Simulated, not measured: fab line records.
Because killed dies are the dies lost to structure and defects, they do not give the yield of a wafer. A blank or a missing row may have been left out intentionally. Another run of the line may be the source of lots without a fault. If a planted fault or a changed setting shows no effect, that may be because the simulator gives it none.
What tool caused it?    flow sky130    13 lots with 39 wafers sampled at 5 steps, on a route of 708 steps

## WHAT THE GAUGES READ, wafer by wafer
SKY_SONOS_ONO_THK_MEAS_03.
lot   measured      on            SONOS_ONO_CVD_02_THK (nm)
L934  day 11 22:46  filmMetro-03  10.47 10.67 10.55
L935  day 12 07:44  filmMetro-04  10.72 10.74 10.74
L936  day 12 08:47  filmMetro-03  10.43 10.41 10.44
L939  day 13 11:32  filmMetro-04  10.55 10.54 10.52
L940  day 13 14:00  filmMetro-02  10.57 10.52 10.72
L945  day 15 12:54  filmMetro-02  10.44 10.32 10.27
L948  day 16 06:36  filmMetro-04  10.47 10.56 10.52
L950  day 17 07:24  filmMetro-04  10.61 10.74 10.61
L951  day 17 12:04  filmMetro-03  10.98 10.86 10.85
L953  day 17 23:58  filmMetro-03  10.56 10.69 10.55
L955  day 18 08:41  filmMetro-03  10.68 10.63 10.64
L956  day 18 23:11  filmMetro-04  10.60 10.49 10.63
L957  day 19 04:25  filmMetro-03  10.48 10.56 10.59

SKY_SONOS_ONO_THK_MEAS_05.
lot   measured      on            SONOS_ONO_CVD_04_THK (nm)
L934  day 12 00:05  filmMetro-04  5.74 5.70 5.72
L935  day 12 09:03  filmMetro-04  5.67 5.59 5.67
L936  day 12 10:17  filmMetro-02  5.81 5.79 5.74
L939  day 13 12:50  filmMetro-04  5.85 5.75 5.89
L940  day 13 15:19  filmMetro-04  5.73 5.85 5.87
L945  day 15 14:13  filmMetro-03  5.72 5.82 5.84
L948  day 16 07:55  filmMetro-02  5.65 5.78 5.75
L950  day 17 08:43  filmMetro-03  5.53 5.63 5.71
L951  day 17 13:23  filmMetro-04  5.97 5.83 5.96
L953  day 18 01:16  filmMetro-04  5.79 5.64 5.65
L955  day 18 10:11  filmMetro-02  5.90 5.91 5.90
L956  day 19 00:29  filmMetro-04  5.72 5.84 5.70
L957  day 19 05:43  filmMetro-04  5.71 5.66 5.79

SKY_POLY_GATE_CD_MEAS_13: target cd 150 nm.
lot   measured      on        cdNm (nm)
L934  day 16 17:28  cdSem-01  148.9 148.2 148.8
L935  day 17 02:50  cdSem-01  147.1 147.5 148.3
L936  day 17 09:27  cdSem-01  148.5 150.7 151.4
L939  day 18 11:41  cdSem-02  149.1 148.9 149.7
L940  day 18 14:26  cdSem-02  147.3 149.2 148.1
L945  day 20 18:43  cdSem-02  146.1 149.9 145.1
L948  day 21 20:17  cdSem-02  151.5 150.8 151.6
L950  day 22 18:16  cdSem-02  150.6 149.9 150.1
L951  day 22 21:10  cdSem-02  150.4 150.0 150.0
L953  day 23 11:28  cdSem-01  147.2 148.1 147.6
L955  day 23 19:24  cdSem-01  152.5 152.6 152.0
L956  day 24 09:25  cdSem-02  154.1 152.3 153.0
L957  day 24 15:52  cdSem-02  149.9 152.3 151.1

SKY_POLY_GATE_THK_MEAS_21.
lot   measured      on            POLY_GATE_OXIDATION_THK (nm)
L934  day 16 20:23  filmMetro-03  3.91 3.90 3.93
L935  day 17 05:05  filmMetro-03  4.09 4.07 4.10
L936  day 17 17:17  filmMetro-03  3.97 4.06 4.04
L939  day 18 13:29  filmMetro-04  3.94 3.95 4.04
L940  day 18 16:23  filmMetro-01  4.15 4.06 4.07
L945  day 20 21:16  filmMetro-04  4.10 4.13 4.11
L948  day 21 22:59  filmMetro-03  3.98 3.92 3.95
L950  day 22 20:03  filmMetro-04  4.03 4.02 3.92
L951  day 22 22:57  filmMetro-01  4.19 4.13 4.11
L953  day 23 13:17  filmMetro-01  4.02 4.05 3.97
L955  day 23 21:12  filmMetro-03  4.11 4.07 4.12
L956  day 24 11:12  filmMetro-01  3.98 4.01 4.04
L957  day 24 17:40  filmMetro-01  3.96 3.98 4.04

## EACH LOT AND THE TOOL THAT RAN IT (in order: tool; ch and the chambers of the sampled wafers; start)
lot   SKY_POLY_GATE_DEVELOP_12
L934  lithoTrack-04 ch 0, day 16 17:00
L935  lithoTrack-04 ch 0, day 17 02:00
L936  lithoTrack-02 ch 0, day 17 09:00
L939  lithoTrack-03 ch 0, day 18 11:00
L940  lithoTrack-03 ch 0, day 18 14:00
L945  lithoTrack-03 ch 0, day 20 18:00
L948  lithoTrack-04 ch 0, day 21 20:00
L950  lithoTrack-04 ch 0, day 22 18:00
L951  lithoTrack-02 ch 0, day 22 21:00
L953  lithoTrack-04 ch 0, day 23 11:00
L955  lithoTrack-02 ch 0, day 23 19:00
L956  lithoTrack-03 ch 0, day 24 09:00
L957  lithoTrack-04 ch 0, day 24 15:00
- SKY_POLY_GATE_DEVELOP_12: develop time 60 s.

## AS READ BY THE TOOLS THEMSELVES (means over the sampled wafers that have a number; for cases with no such wafer, the mark the record gives instead)
The record holds no such reading with a usual standard deviation.

## THE ANSWER, worked out from the rows above alone
Rule: the usual values come from the lots themselves. The widest of any qualifying gaps counts: lots, ordered by their means at a reading, are off when they make up no more than a third of the lots, leave a main group of 4 or more, and stand apart from it by 3 or more times the standard deviation of that group's means. Not used: any main group whose means are identical at the precision the tables above print for the reading. A lot without any number at a reading at which 4 lots or more have one is off too. The other lots that the step has rows for count as sound. First the gauges in route order, then the tools' own readings, where a lot's mean is used as printed above. The first step at which some lot is off is used, and at that step the reading that is off furthest; a lot without a number counts as furthest.
Across all readings shown, no lot is off: no conclusion can be drawn from this.

## WHAT WAS PUT IN BY THE SIMULATOR
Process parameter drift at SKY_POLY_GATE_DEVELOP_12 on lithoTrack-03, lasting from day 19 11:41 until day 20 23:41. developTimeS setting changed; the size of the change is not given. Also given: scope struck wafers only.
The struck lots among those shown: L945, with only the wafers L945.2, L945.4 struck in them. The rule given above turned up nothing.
